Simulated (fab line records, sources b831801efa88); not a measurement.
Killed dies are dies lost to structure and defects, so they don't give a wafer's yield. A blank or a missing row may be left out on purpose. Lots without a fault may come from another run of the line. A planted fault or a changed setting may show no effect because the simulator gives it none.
Chamber matching | flow sky130 | SKY_PASSIVATION_CVD_02 on pecvd-04: 3 sister chambers
The step deposits Si3N4, target thk 540 nm. 20 wafers are shown with their chamber, then 10 later ones without.

WAFERS WITH THEIR CHAMBER
wafer  | chamber | heater_power_w (W)
L074.1 | 0       | 730
L074.2 | 1       | 592
L074.3 | 2       | 794
L074.4 | 1       | 484
L074.5 | 2       | 800
L074.6 | 0       | 774
L076.1 | 1       | 628
L076.2 | 0       | 749
L076.5 | 1       | 475
L077.2 | 1       | 552
L077.4 | 0       | 836
L077.5 | 2       | 814
L083.1 | 1       | 512
L083.2 | 0       | 818
L083.6 | 0       | 681
L083.3 | 1       | 530
L083.4 | 0       | 833
L083.5 | 1       | 563
L087.3 | 1       | 528
L087.4 | 0       | 757

SIGNATURES (means of the wafers above)
reading        | chamber 0 | chamber 1 | chamber 2 | scatter within a chamber
heater_power_w | 772.25    | 540.44    | 802.67    | 48.8
Rule: a wafer's distance from a chamber is the root of the sum, over the readings, of the square of ((its reading less the chamber's mean) divided by the reading's scatter). The wafer belongs to the nearest chamber; if the next one is less than 2 further off, it can't be placed. The scatter: the root of (the sum of the squares of (reading less its chamber's mean) over the shown wafers, divided by (wafers less chambers)).

WAFERS WITHOUT THEIR CHAMBER
wafer  | heater_power_w (W)
L087.6 | 566
L093.1 | 802
L093.3 | 692
L093.4 | 603
L094.1 | 535
L094.5 | 833
L094.6 | 576
L096.2 | 589
L096.3 | 815
L096.5 | 683

WHICH CHAMBER EACH WENT THROUGH
wafer  | from the rows above          | in truth
L087.6 | 1                            | 1
L093.1 | can't be placed: 2 or 0      | 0
L093.3 | can't be placed: 0 or 2 or 1 | 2
L093.4 | 1                            | 1
L094.1 | 1                            | 1
L094.5 | can't be placed: 2 or 0      | 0
L094.6 | 1                            | 1
L096.2 | 1                            | 1
L096.3 | can't be placed: 2 or 0      | 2
L096.5 | can't be placed: 0 or 2 or 1 | 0
Placed correctly: 5 of 10. Can't be placed from these rows: 5 (the true chamber is among the candidates in 5). Placed wrongly: 0.
